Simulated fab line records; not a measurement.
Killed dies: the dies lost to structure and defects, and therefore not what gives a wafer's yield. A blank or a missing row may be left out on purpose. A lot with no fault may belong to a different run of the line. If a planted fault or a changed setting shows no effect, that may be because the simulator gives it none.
fab line records    flow gf180mcu
record: lots: 14  wafers: 42  lastDay: 34
route steps=602 shown M2@362 V2@396 V3@431 M4@460
lots untouched by any fault: they come from a run of this same line in which no faults occurred
startH: hours from the record's first day to the start of the lot's first wafer shown    waitH: time in hours since the lot's previous step    " same as the row above    L1.1+2: a single row standing in for several wafers    - no value, or no start was given    * or withheld: withheld    < > ~ a bound
route shown NAME@n: NAME is a module with steps in the file, n the number in the route of the first one    usual: mean/standard deviation of fault-free wafers    same: alike in all rows    chamber/n: place in a boat    sites: the reading at each site    _std_site: standard deviation across them    _edge_site: the outer-site mean with the inner-site mean subtracted    radiusMm: how far each site lies from the wafer's centre    mask NAME#n: copy n    behind: the last tool/chamber to shape the wafer    hold: why the lot went on hold/how many hours it stayed there/how the hold came to an end    device: which transistor (n, p or np) failed to switch    end of line: tests run on the same wafers once the route is complete    step lacking rows: just its recipe    killed: dies that structure and defects cost at the first sort, which is not the same as the wafer's yield    map: the dies of a wafer, with x for killed, . for not killed, _ for no die there
set.NAME: the run value of the setting; set.NAME@STEP: its run value at that earlier step    model.NAME: the simulator's own value behind a step, which no gauge read
the route's steps for a sample of lots (tables are steps, rows are wafers)
services: the hour from which a tool's chamber was out of use, counted from the record's first day as startH (under 0 if before that day), plus the number of hours and why
== steps ==
step: GF_M2_SPUTTER_00
recipe: material: Ti  targetThkNm: 37.5  arrivingIonEnergyEv: 80  substrateTempC: 200  chamberPressurePa: 2  powerW: 4000  timeS: 150
usual: cathodeDcPowerW: 4000.0/0.69  chamberPressurePa: 2.000/0.0034  throttleValvePct: 29.8/1.1
same: timeS: 150
lot.wafer  tool           chamber  startH  waitH  cathodeDcPowerW  chamberPressurePa  throttleValvePct
L151.1     pvdSputter-02  -        426.45  0.1    3999.3           1.999              30.8
L151.3     "              -        "       "      4000.9           2.003              29.7
L151.6     "              -        "       "      4000.7           1.998              29.3
L153.1     pvdSputter-01  -        450.26  0.2    3999.1           1.996              29.0
L153.5     "              -        "       "      3999.9           2.001              31.1
L153.6     "              -        "       "      3999.8           1.998              28.6
L156.1     pvdSputter-03  -        479.78  0.2    3998.7           1.999              31.3
L156.4     "              -        "       "      3999.5           2.002              29.8
L156.6     "              -        "       "      3999.8           2.000              28.1
L161.4     pvdSputter-03  -        523.53  0.2    4000.3           2.003              31.3
L161.5     "              -        "       "      4000.6           2.001              31.4
L161.6     "              -        "       "      3999.5           2.001              30.2
L160.4     pvdSputter-03  -        524.87  0.1    3999.1           1.999              29.8
L160.5     "              -        "       "      3999.2           1.998              29.6
L160.6     "              -        "       "      4000.6           2.001              28.0
L163.3     pvdSputter-02  -        547.35  0.1    4000.5           2.005              30.8
L163.5     "              -        "       "      3999.1           1.998              29.4
L163.6     "              -        "       "      4000.3           2.003              30.5
L164.1     pvdSputter-01  -        548.08  0.2    4000.7           2.001              31.0
L164.2     "              -        "       "      3999.4           1.999              28.7
L164.3     "              -        "       "      3999.2           2.001              28.9
L165.3     pvdSputter-03  -        558.99  0.2    4000.9           2.003              29.6
L165.4     "              -        "       "      4001.1           2.001              28.0
L165.6     "              -        "       "      4001.0           2.001              29.7
L166.3     pvdSputter-01  -        568.70  0.1    4000.8           2.001              31.1
L166.4     "              -        "       "      3999.6           2.001              28.9
L166.5     "              -        "       "      4000.1           2.000              28.5
L167.2     pvdSputter-03  -        575.20  0.1    4000.9           2.001              29.7
L167.4     "              -        "       "      4000.1           2.002              31.5
L167.5     "              -        "       "      4001.0           1.996              30.2
L169.2     pvdSputter-03  -        584.60  0.2    4000.2           1.998              31.5
L169.3     "              -        "       "      4000.6           1.999              29.8
L169.4     "              -        "       "      4000.0           1.994              27.8
L170.1     pvdSputter-03  -        593.07  0.1    3999.9           2.000              28.0
L170.5     "              -        "       "      4000.7           1.998              29.9
L170.6     "              -        "       "      4000.6           2.001              28.0
L171.2     pvdSputter-02  -        595.60  0.1    4000.6           2.001              29.3
L171.3     "              -        "       "      4001.5           2.002              30.9
L171.5     "              -        "       "      3999.8           2.002              30.7
L172.3     pvdSputter-02  -        603.54  0.1    3999.7           2.006              29.5
L172.5     "              -        "       "      3999.8           2.005              29.8
L172.6     "              -        "       "      3999.6           1.999              31.2
step: GF_V2_CD_MEAS_14
recipe: targetCdNm: 260
usual: cdNm: 259.7/1.4
lot.wafer  tool      chamber  startH  waitH  cdNm
L151.1     cdSem-02  -        477.14  0.1    258.4
L151.3     "         -        "       "      258.3
L151.6     "         -        "       "      257.3
L153.1     cdSem-01  -        499.74  0.1    260.5
L153.5     "         -        "       "      259.0
L153.6     "         -        "       "      260.2
L156.1     cdSem-01  -        527.84  0.1    261.1
L156.4     "         -        "       "      260.9
L156.6     "         -        "       "      259.8
L161.4     cdSem-02  -        569.37  0.1    257.4
L161.5     "         -        "       "      256.5
L161.6     "         -        "       "      256.9
L160.4     cdSem-01  -        571.30  0.1    258.7
L160.5     "         -        "       "      260.1
L160.6     "         -        "       "      258.4
L163.3     cdSem-01  -        592.08  0.1    260.9
L163.5     "         -        "       "      259.5
L163.6     "         -        "       "      260.4
L164.1     cdSem-02  -        593.59  0.1    260.2
L164.2     "         -        "       "      259.0
L164.3     "         -        "       "      260.1
L165.3     cdSem-01  -        602.88  0.1    261.5
L165.4     "         -        "       "      261.1
L165.6     "         -        "       "      260.2
L166.3     cdSem-02  -        611.57  0.1    259.5
L166.4     "         -        "       "      259.0
L166.5     "         -        "       "      259.8
L167.2     cdSem-02  -        619.46  0.1    259.4
L167.4     "         -        "       "      258.3
L167.5     "         -        "       "      259.7
L169.2     cdSem-02  -        626.54  0.1    258.4
L169.3     "         -        "       "      257.9
L169.4     "         -        "       "      258.4
L170.1     cdSem-01  -        635.79  0.1    261.8
L170.5     "         -        "       "      262.5
L170.6     "         -        "       "      261.8
L171.2     cdSem-01  -        637.69  0.1    260.6
L171.3     "         -        "       "      260.0
L171.5     "         -        "       "      259.5
L172.3     cdSem-01  -        645.01  0.1    259.2
L172.5     "         -        "       "      259.6
L172.6     "         -        "       "      258.9
step: GF_V3_CVD_02
recipe: material: SiO2  targetThkNm: 850  precursor: TEOS  tempC: 400  timeS: 94.851  rfW: 600
usual: heaterPowerW: 705/93
same: timeS: 94.851
lot.wafer  tool      chamber  startH  waitH  heaterPowerW
L151.1     pecvd-03  2        503.48  0.1    747
L151.3     "         0        "       "      670
L151.6     "         1        "       "      617
L153.1     pecvd-02  2        526.12  0.1    737
L153.5     "         0        "       "      754
L153.6     "         1        "       "      727
L156.1     pecvd-01  1        552.77  0.1    699
L156.4     "         2        "       "      774
L156.6     "         0        "       "      709
L160.4     pecvd-03  1        595.51  0.1    647
L160.5     "         2        "       "      757
L160.6     "         1        "       "      512
L161.4     pecvd-03  1        596.22  0.1    583
L161.5     "         2        "       "      742
L161.6     "         1        "       "      606
L163.3     pecvd-03  2        614.47  0.1    595
L163.5     "         1        "       "      576
L163.6     "         2        "       "      652
L164.1     pecvd-03  2        616.57  0.1    712
L164.2     "         1        "       "      628
L164.3     "         1        "       "      646
L165.3     pecvd-03  2        626.44  0.1    723
L165.4     "         1        "       "      571
L165.6     "         2        "       "      618
L166.3     pecvd-01  0        634.50  0.0    763
L166.4     "         0        "       "      810
L166.5     "         1        "       "      659
L167.2     pecvd-01  0        641.96  0.0    729
L167.4     "         2        "       "      652
L167.5     "         1        "       "      570
L169.2     pecvd-02  1        648.87  0.0    883
L169.3     "         0        "       "      716
L169.4     "         2        "       "      810
L170.1     pecvd-03  1        657.75  0.1    557
L170.5     "         2        "       "      742
L170.6     "         1        "       "      636
L171.2     pecvd-03  1        659.45  0.0    530
L171.3     "         1        "       "      587
L171.5     "         1        "       "      609
L172.3     pecvd-02  2        667.32  0.1    788
L172.5     "         2        "       "      835
L172.6     "         0        "       "      598
step: GF_M4_SPUTTER_04
recipe: material: TiN  targetThkNm: 50  powerW: 6500  timeS: 41.7  chamberPressurePa: 0.4
usual: cathodeDcPowerW: 6500.1/1.2  chamberPressurePa: 0.4000/0.00078  throttleValvePct: 29.8/1  timeS: 41.7/0
lot.wafer  tool           chamber  startH  waitH  cathodeDcPowerW  chamberPressurePa  throttleValvePct  timeS
L151.1     pvdSputter-01  -        529.18  0.0    6499.7           0.4014             31.0              41.7
L151.3     "              -        "       "      6497.0           0.4009             29.0              41.7
L151.6     "              -        "       "      6498.6           0.4006             28.9              41.7
L153.1     pvdSputter-01  -        550.93  0.0    6500.1           0.4014             28.7              41.7
L153.5     "              -        "       "      6500.0           0.3997             28.6              41.7
L153.6     "              -        "       "      6500.5           0.3998             31.3              41.7
L156.1     pvdSputter-01  -        577.80  0.0    6501.5           0.4000             28.5              41.7
L156.4     "              -        "       "      6500.8           0.3998             28.8              41.7
L156.6     "              -        "       "      6500.4           0.3990             28.9              41.7
L160.4     pvdSputter-02  -        618.52  0.0    -                -                  -                 -
L160.5     "              -        "       "      -                -                  -                 -
L160.6     "              -        "       "      -                -                  -                 -
L161.4     pvdSputter-02  -        619.43  0.0    -                -                  -                 -
L161.5     "              -        "       "      -                -                  -                 -
L161.6     "              -        "       "      -                -                  -                 -
L163.3     pvdSputter-02  -        637.23  0.0    6499.6           0.4002             29.2              41.7
L163.5     "              -        "       "      6500.4           0.4004             30.7              41.7
L163.6     "              -        "       "      6502.8           0.3996             29.2              41.7
L164.1     pvdSputter-02  -        639.08  0.0    6500.1           0.4001             28.9              41.7
L164.2     "              -        "       "      6499.7           0.3999             29.9              41.7
L164.3     "              -        "       "      6500.1           0.4006             30.8              41.7
L165.3     pvdSputter-03  -        648.68  0.0    6501.1           0.3988             28.2              41.7
L165.4     "              -        "       "      6500.2           0.4004             29.4              41.7
L165.6     "              -        "       "      6499.6           0.4002             30.1              41.7
L166.3     pvdSputter-03  -        655.63  0.0    6499.6           0.4000             28.1              41.7
L166.4     "              -        "       "      6499.2           0.4019             30.1              41.7
L166.5     "              -        "       "      6502.1           0.3997             28.2              41.7
L167.2     pvdSputter-03  -        663.86  0.0    6498.9           0.4007             28.1              41.7
L167.4     "              -        "       "      6500.8           0.3991             30.0              41.7
L167.5     "              -        "       "      6498.9           0.3992             28.1              41.7
L169.2     pvdSputter-02  -        670.33  0.0    6501.0           0.4011             29.6              41.7
L169.3     "              -        "       "      6499.8           0.4003             31.2              41.7
L169.4     "              -        "       "      6498.2           0.3996             29.7              41.7
L170.1     pvdSputter-02  -        678.83  0.0    6502.0           0.4004             30.6              41.7
L170.5     "              -        "       "      6500.2           0.4013             29.6              41.7
L170.6     "              -        "       "      6498.1           0.3993             29.8              41.7
L171.2     pvdSputter-01  -        680.68  0.0    6504.1           0.3998             28.7              41.7
L171.3     "              -        "       "      6499.3           0.4008             31.0              41.7
L171.5     "              -        "       "      6499.6           0.4004             28.8              41.7
L172.3     pvdSputter-02  -        688.83  0.0    6498.3           0.3989             30.9              41.7
L172.5     "              -        "       "      6501.7           0.3998             30.7              41.7
L172.6     "              -        "       "      6498.4           0.3999             31.3              41.7
step: GF_M4_THK_MEAS_06
recipe: thkMeasGauge: xrf  reads: AlCu_of_M4_SPUTTER_02
usual: M4_ALCU_THK: 446/5.9
lot.wafer  tool          chamber  startH  waitH  M4_ALCU_THK[nm]
L151.1     filmMetro-01  -        529.34  0.1    438
L151.3     "             -        "       "      443
L151.6     "             -        "       "      444
L153.1     filmMetro-02  -        551.09  0.1    441
L153.5     "             -        "       "      451
L153.6     "             -        "       "      434
L156.1     filmMetro-01  -        577.96  0.1    448
L156.4     "             -        "       "      453
L156.6     "             -        "       "      449
L160.4     filmMetro-01  -        618.71  0.1    496
L160.5     "             -        "       "      499
L160.6     "             -        "       "      497
L161.4     filmMetro-02  -        619.62  0.1    506
L161.5     "             -        "       "      497
L161.6     "             -        "       "      500
L163.3     filmMetro-02  -        637.41  0.1    445
L163.5     "             -        "       "      449
L163.6     "             -        "       "      447
L164.1     filmMetro-01  -        639.24  0.1    441
L164.2     "             -        "       "      432
L164.3     "             -        "       "      444
L165.3     filmMetro-01  -        648.86  0.1    445
L165.4     "             -        "       "      451
L165.6     "             -        "       "      446
L166.3     filmMetro-02  -        655.81  0.1    442
L166.4     "             -        "       "      448
L166.5     "             -        "       "      444
L167.2     filmMetro-01  -        664.03  0.1    444
L167.4     "             -        "       "      449
L167.5     "             -        "       "      441
L169.2     filmMetro-02  -        670.50  0.1    446
L169.3     "             -        "       "      450
L169.4     "             -        "       "      448
L170.1     filmMetro-01  -        678.99  0.1    451
L170.5     "             -        "       "      451
L170.6     "             -        "       "      443
L171.2     filmMetro-01  -        680.85  0.1    451
L171.3     "             -        "       "      446
L171.5     "             -        "       "      446
L172.3     filmMetro-02  -        689.01  0.1    442
L172.5     "             -        "       "      439
L172.6     "             -        "       "      440
== services ==
tool           chamber  startH  hours  kind
pecvd-03       -        407.31  1.8    repair
pvdSputter-02  -        429.72  1.2    repair
pecvd-03       1        448.96  27.8   repair
pvdSputter-03  -        467.03  0.5    repair
pecvd-03       -        484.34  0.5    repair
pvdSputter-03  1        497.77  -      consumableReplace:kit
pvdSputter-03  1        497.77  18.0   scheduledDown
pvdSputter-03  1        497.77  18.0   ventCycle
pvdSputter-01  -        511.19  0.5    repair
pvdSputter-02  -        522.77  19.7   repair
pvdSputter-01  -        525.32  2.4    repair
pecvd-03       -        552.30  14.6   pm
pvdSputter-03  -        580.09  2.6    repair
pecvd-01       -        591.12  14.0   pm
pecvd-03       0        593.26  92.9   repair
pvdSputter-03  0        601.88  -      consumableReplace:kit
pvdSputter-03  0        601.88  18.0   scheduledDown
pvdSputter-03  0        601.88  18.0   ventCycle
pvdSputter-02  2        628.19  -      consumableReplace:kit
pvdSputter-02  2        628.19  18.0   scheduledDown
pvdSputter-02  2        628.19  18.0   ventCycle
pecvd-02       1        649.18  18.3   repair
pvdSputter-02  -        658.98  0.5    repair
pvdSputter-01  2        680.72  -      consumableReplace:kit
== key ==
firstSign: step: GF_M4_SPUTTER_04  reading: toolRecord  direction: missing
effect: step: GF_M4_THK_MEAS_06  reading: M4_ALCU_THK  direction: up  sigmas: 9.1  usual: 446  struck: 499
metAt GF_M4_SPUTTER_04
struckLots L160,L161
laterRowsLeftOut L160.4,L160.5,L160.6,L161.4,L161.5,L161.6
sortLeftOut L160.4,L160.5,L160.6,L161.4,L161.5,L161.6
notActingAt GF_M2_SPUTTER_00,GF_V2_CD_MEAS_14,GF_V3_CVD_02
fault: kind: skippedStepWhole  tool: pvdSputter-02  chamber: -  onsetH: 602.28  steps: GF_M4_SPUTTER_04  scope: struckLotsOnly
sortLeftOut: the simulated sort isn't trusted on such a fault, so these wafers' sort isn't shown, and their yield isn't known
laterRowsLeftOut: the simulator's readings of these wafers behind a module that went badly wrong aren't trusted and aren't shown, but for the sort
